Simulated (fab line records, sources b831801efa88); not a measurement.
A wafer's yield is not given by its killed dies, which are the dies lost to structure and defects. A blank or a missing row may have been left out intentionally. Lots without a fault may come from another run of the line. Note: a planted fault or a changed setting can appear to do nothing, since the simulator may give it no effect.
Which tool was responsible? :: flow sky130 :: 33 wafers from 11 lots sampled at 6 of the route's 708 steps

WHAT EACH GAUGE READ, for each wafer
SKY_PWDE_TW_MEAS_10. Usual: PWDE_TW gives 374.4 (standard deviation 1.9).
lot: L776
measured: day 4 06:52
on: film metro-02
PWDE_TW: 371.4 371.7 372.4
flag: 

lot: L778
measured: day 4 20:25
on: film metro-01
PWDE_TW: 373.7 375.4 374.1
flag: 

lot: L780
measured: day 5 08:42
on: film metro-02
PWDE_TW: 372.6 371.3 373.1
flag: 

lot: L781
measured: day 5 12:34
on: film metro-01
PWDE_TW: 374.6 373.4 374.4
flag: 

lot: L782
measured: day 5 17:01
on: film metro-03
PWDE_TW: 376.7 377.7 376.3
flag: 

lot: L785
measured: day 6 09:43
on: film metro-03
PWDE_TW: 392.5 392.3 393.1
flag: OFF

lot: L786
measured: day 6 15:32
on: film metro-02
PWDE_TW: 392.1 391.7 392.4
flag: OFF

lot: L788
measured: day 7 02:28
on: film metro-03
PWDE_TW: 375.1 376.0 376.2
flag: 

lot: L790
measured: day 7 12:43
on: film metro-03
PWDE_TW: 375.1 375.5 373.8
flag: 

lot: L793
measured: day 8 05:52
on: film metro-01
PWDE_TW: 372.8 375.4 374.7
flag: 

lot: L796
measured: day 9 06:07
on: film metro-01
PWDE_TW: 376.3 375.0 374.8
flag: 

SKY_NWELL_RS_MEAS_31: measurement is done with a four-point probe. Usual: PWDE_RS gives 5280 ohm/sq (standard deviation 19).
lot: L776
measured: day 5 19:36
on: film metro-02
PWDE_RS (ohm/sq): 5280 5257 5280
flag: 

lot: L778
measured: day 6 10:24
on: film metro-02
PWDE_RS (ohm/sq): 5263 5255 5260
flag: 

lot: L780
measured: day 6 22:58
on: film metro-02
PWDE_RS (ohm/sq): 5295 5278 5271
flag: 

lot: L781
measured: day 7 03:07
on: film metro-01
PWDE_RS (ohm/sq): 5255 5269 5274
flag: 

lot: L782
measured: day 7 07:51
on: film metro-03
PWDE_RS (ohm/sq): 5275 5266 5286
flag: 

lot: L785
measured: day 8 02:48
on: film metro-02
PWDE_RS (ohm/sq): 4712 4705 4720
flag: OFF

lot: L786
measured: day 8 09:01
on: film metro-02
PWDE_RS (ohm/sq): 4726 4731 4706
flag: OFF

lot: L788
measured: day 8 19:40
on: film metro-03
PWDE_RS (ohm/sq): 5275 5301 5288
flag: 

lot: L790
measured: day 9 07:38
on: film metro-01
PWDE_RS (ohm/sq): 5298 5312 5318
flag: 

lot: L793
measured: day 10 00:30
on: film metro-01
PWDE_RS (ohm/sq): 5275 5248 5268
flag: 

lot: L796
measured: day 11 03:29
on: film metro-01
PWDE_RS (ohm/sq): 5283 5282 5289
flag: 

SKY_VT_ADJUST_LVTN_TW_MEAS_10. Usual: VT_ADJUST_LVTN_TW gives 241.4 (standard deviation 1.1).
lot: L776
measured: day 7 10:42
on: film metro-02
VT_ADJUST_LVTN_TW: 242.6 241.5 240.6
flag: 

lot: L778
measured: day 8 02:42
on: film metro-01
VT_ADJUST_LVTN_TW: 242.0 242.1 241.2
flag: 

lot: L780
measured: day 8 15:51
on: film metro-02
VT_ADJUST_LVTN_TW: 242.6 242.0 241.6
flag: 

lot: L781
measured: day 8 19:51
on: film metro-01
VT_ADJUST_LVTN_TW: 241.3 241.2 241.0
flag: 

lot: L782
measured: day 9 00:25
on: film metro-02
VT_ADJUST_LVTN_TW: 239.8 241.9 241.6
flag: 

lot: L785
measured: day 9 20:09
on: film metro-04
VT_ADJUST_LVTN_TW: 242.6 242.0 242.0
flag: 

lot: L786
measured: day 10 02:56
on: film metro-01
VT_ADJUST_LVTN_TW: 241.8 241.8 241.4
flag: 

lot: L788
measured: day 10 15:04
on: film metro-01
VT_ADJUST_LVTN_TW: 240.7 240.4 240.8
flag: 

lot: L790
measured: day 11 04:10
on: film metro-01
VT_ADJUST_LVTN_TW: 241.9 240.7 241.3
flag: 

lot: L793
measured: day 11 23:36
on: film metro-02
VT_ADJUST_LVTN_TW: 239.0 238.5 239.9
flag: 

lot: L796
measured: day 13 04:04
on: film metro-02
VT_ADJUST_LVTN_TW: 241.4 241.5 241.2
flag: 

WHAT TOOL EACH LOT RAN ON (gives the tool, then ch and the chambers of the sampled wafers, and finally the start)
lot: L776
SKY_PWDE_IMPLANT_08: implanter-01 ch 0, day 4 06:37
SKY_PWDE_STRIP_09: plasma asher-02 ch 0,1, day 4 06:46
SKY_NWELL_RTA_28: rtp anneal-01 ch 0, day 5 19:16

lot: L778
SKY_PWDE_IMPLANT_08: implanter-03 ch 0, day 4 20:10
SKY_PWDE_STRIP_09: plasma asher-03 ch 0,1, day 4 20:19
SKY_NWELL_RTA_28: rtp anneal-02 ch 0, day 6 10:04

lot: L780
SKY_PWDE_IMPLANT_08: implanter-03 ch 0, day 5 08:27
SKY_PWDE_STRIP_09: plasma asher-03 ch 0,1, day 5 08:36
SKY_NWELL_RTA_28: rtp anneal-01 ch 0, day 6 22:38

lot: L781
SKY_PWDE_IMPLANT_08: implanter-01 ch 0, day 5 12:19
SKY_PWDE_STRIP_09: plasma asher-02 ch 0,1, day 5 12:28
SKY_NWELL_RTA_28: rtp anneal-02 ch 0, day 7 02:47

lot: L782
SKY_PWDE_IMPLANT_08: implanter-01 ch 0, day 5 16:48
SKY_PWDE_STRIP_09: plasma asher-02 ch 0,1, day 5 16:56
SKY_NWELL_RTA_28: rtp anneal-02 ch 0, day 7 07:26

lot: L785
SKY_PWDE_IMPLANT_08: implanter-03 ch 0, day 6 09:28
SKY_PWDE_STRIP_09: plasma asher-03 ch 0,1, day 6 09:37
SKY_NWELL_RTA_28: rtp anneal-01 ch 0, day 8 02:28

lot: L786
SKY_PWDE_IMPLANT_08: implanter-03 ch 0, day 6 15:19
SKY_PWDE_STRIP_09: plasma asher-03 ch 0,1, day 6 15:26
SKY_NWELL_RTA_28: rtp anneal-02 ch 0, day 8 08:40

lot: L788
SKY_PWDE_IMPLANT_08: implanter-04 ch 0, day 7 02:13
SKY_PWDE_STRIP_09: plasma asher-02 ch 0,1, day 7 02:21
SKY_NWELL_RTA_28: rtp anneal-01 ch 0, day 8 19:14

lot: L790
SKY_PWDE_IMPLANT_08: implanter-04 ch 0, day 7 12:28
SKY_PWDE_STRIP_09: plasma asher-01 ch 0,1, day 7 12:36
SKY_NWELL_RTA_28: rtp anneal-01 ch 0, day 9 07:13

lot: L793
SKY_PWDE_IMPLANT_08: implanter-04 ch 0, day 8 05:37
SKY_PWDE_STRIP_09: plasma asher-02 ch 0,1, day 8 05:46
SKY_NWELL_RTA_28: rtp anneal-01 ch 0, day 10 00:10

lot: L796
SKY_PWDE_IMPLANT_08: implanter-04 ch 0, day 9 05:54
SKY_PWDE_STRIP_09: plasma asher-02 ch 0,1, day 9 06:02
SKY_NWELL_RTA_28: rtp anneal-02 ch 0, day 11 03:08
- SKY_PWDE_IMPLANT_08
- SKY_PWDE_STRIP_09: strips in O2/N2.
- SKY_NWELL_RTA_28: time 30 s.

AS READ BY THE TOOLS THEMSELVES (means over the sampled wafers that have a number; for cases with no such wafer, the mark the record gives instead)
SKY_PWDE_IMPLANT_08. Usual: beam energy keV 150.00, standard deviation 0.045; beam on s 9.97 s, standard deviation 0.2; end station pressure torr 5.01e-06 Torr, standard deviation 2.8e-07; faraday current uA 20.4, standard deviation 0.4.
lot: L776
tool: implanter-01
beam energy keV: 150.05
beam on s (s): 10.13
end station pressure torr (Torr): 4.92e-06
faraday current uA: 20.1
flag: 

lot: L778
tool: implanter-03
beam energy keV: 149.99
beam on s (s): 9.97
end station pressure torr (Torr): 5.11e-06
faraday current uA: 20.4
flag: 

lot: L780
tool: implanter-03
beam energy keV: 150.07
beam on s (s): 10.16
end station pressure torr (Torr): 4.86e-06
faraday current uA: 19.9
flag: 

lot: L781
tool: implanter-01
beam energy keV: 150.00
beam on s (s): 9.92
end station pressure torr (Torr): 5.18e-06
faraday current uA: 20.5
flag: 

lot: L782
tool: implanter-01
beam energy keV: 149.97
beam on s (s): 10.00
end station pressure torr (Torr): 5.02e-06
faraday current uA: 20.3
flag: 

lot: L785
tool: implanter-03
beam energy keV: 150.01
beam on s (s): 11.46
end station pressure torr (Torr): 8.63e-05
faraday current uA: 17.5
flag: OFF

lot: L786
tool: implanter-03
beam energy keV: 150.04
beam on s (s): 11.56
end station pressure torr (Torr): 8.04e-05
faraday current uA: 17.4
flag: OFF

lot: L788
tool: implanter-04
beam energy keV: 149.97
beam on s (s): 10.09
end station pressure torr (Torr): 5.04e-06
faraday current uA: 20.1
flag: 

lot: L790
tool: implanter-04
beam energy keV: 149.96
beam on s (s): 9.99
end station pressure torr (Torr): 4.82e-06
faraday current uA: 20.3
flag: 

lot: L793
tool: implanter-04
beam energy keV: 150.01
beam on s (s): 10.10
end station pressure torr (Torr): 4.86e-06
faraday current uA: 20.1
flag: 

lot: L796
tool: implanter-04
beam energy keV: 149.98
beam on s (s): 9.98
end station pressure torr (Torr): 5.05e-06
faraday current uA: 20.4
flag: 

SKY_PWDE_STRIP_09. Usual: drypump motor current A 5.4 A, standard deviation 0.41; oes product au 0.722 a.u., standard deviation 0.0043; strip time to endpoint s 36.93 s, standard deviation 0.088.
lot: L776
tool: plasma asher-02
drypump motor current A (A): 5.4
oes product au (a.u.): 0.724
strip time to endpoint s (s): 36.96
flag: 

lot: L778
tool: plasma asher-03
drypump motor current A (A): 5.8
oes product au (a.u.): 0.723
strip time to endpoint s (s): 36.94
flag: 

lot: L780
tool: plasma asher-03
drypump motor current A (A): 5.8
oes product au (a.u.): 0.723
strip time to endpoint s (s): 36.98
flag: 

lot: L781
tool: plasma asher-02
drypump motor current A (A): 5.4
oes product au (a.u.): 0.721
strip time to endpoint s (s): 37.12
flag: 

lot: L782
tool: plasma asher-02
drypump motor current A (A): 5.2
oes product au (a.u.): 0.721
strip time to endpoint s (s): 36.98
flag: 

lot: L785
tool: plasma asher-03
drypump motor current A (A): 5.6
oes product au (a.u.): 0.721
strip time to endpoint s (s): 37.01
flag: 

lot: L786
tool: plasma asher-03
drypump motor current A (A): 5.8
oes product au (a.u.): 0.724
strip time to endpoint s (s): 37.09
flag: 

lot: L788
tool: plasma asher-02
drypump motor current A (A): 5.4
oes product au (a.u.): 0.719
strip time to endpoint s (s): 36.96
flag: 

lot: L790
tool: plasma asher-01
drypump motor current A (A): 5.0
oes product au (a.u.): 0.726
strip time to endpoint s (s): 36.95
flag: 

lot: L793
tool: plasma asher-02
drypump motor current A (A): 5.4
oes product au (a.u.): 0.726
strip time to endpoint s (s): 36.78
flag: 

lot: L796
tool: plasma asher-02
drypump motor current A (A): 5.4
oes product au (a.u.): 0.720
strip time to endpoint s (s): 36.95
flag: 

SKY_NWELL_RTA_28. Usual: lamp power pct 25.31 %, standard deviation 0.058; wafer_temp_C_max 1054.9, standard deviation 1.1.
lot: L776
tool: rtp anneal-01
lamp power pct (%): 25.35
wafer_temp_C_max: 1056.2
flag: 

lot: L778
tool: rtp anneal-02
lamp power pct (%): 25.28
wafer_temp_C_max: 1054.3
flag: 

lot: L780
tool: rtp anneal-01
lamp power pct (%): 25.34
wafer_temp_C_max: 1054.2
flag: 

lot: L781
tool: rtp anneal-02
lamp power pct (%): 25.30
wafer_temp_C_max: 1056.5
flag: 

lot: L782
tool: rtp anneal-02
lamp power pct (%): 25.36
wafer_temp_C_max: 1054.3
flag: 

lot: L785
tool: rtp anneal-01
lamp power pct (%): 25.31
wafer_temp_C_max: 1054.6
flag: 

lot: L786
tool: rtp anneal-02
lamp power pct (%): 25.31
wafer_temp_C_max: 1054.1
flag: 

lot: L788
tool: rtp anneal-01
lamp power pct (%): 25.31
wafer_temp_C_max: 1056.0
flag: 

lot: L790
tool: rtp anneal-01
lamp power pct (%): 25.29
wafer_temp_C_max: 1054.9
flag: 

lot: L793
tool: rtp anneal-01
lamp power pct (%): 25.33
wafer_temp_C_max: 1054.5
flag: 

lot: L796
tool: rtp anneal-02
lamp power pct (%): 25.33
wafer_temp_C_max: 1055.4
flag: 

THE ANSWER, worked out from the rows above alone
Rule: lot off if the mean of its wafers having a number is beyond 3 standard deviations from the usual mean. A lot without any number at a reading at which 4 lots or more have one is off too. The other lots that the step has rows for count as sound. Order of review: gauges by route order, followed by the tools' own readings, for which a lot's mean as printed above is used. At the first step where some lot is off, the reading lying furthest off is the one used; lots without a number count as furthest.
Off: L785, L786, seen at SKY_PWDE_TW_MEAS_10 (PWDE_TW).
A tool fits if, at a process step before that reading, it ran every lot that is off, and no sound lot after the first of them. Not tried: the gauges at SKY_PWDE_TW_MEAS_10; whatever is off there is also off at SKY_PWDE_IMPLANT_08, on other tools, and gauge error can't account for it. 2 tools fit, implanter-03 at SKY_PWDE_IMPLANT_08 and plasma asher-03 at SKY_PWDE_STRIP_09, so this cannot tell which one it is.

WHAT THE SIMULATOR PUT IN
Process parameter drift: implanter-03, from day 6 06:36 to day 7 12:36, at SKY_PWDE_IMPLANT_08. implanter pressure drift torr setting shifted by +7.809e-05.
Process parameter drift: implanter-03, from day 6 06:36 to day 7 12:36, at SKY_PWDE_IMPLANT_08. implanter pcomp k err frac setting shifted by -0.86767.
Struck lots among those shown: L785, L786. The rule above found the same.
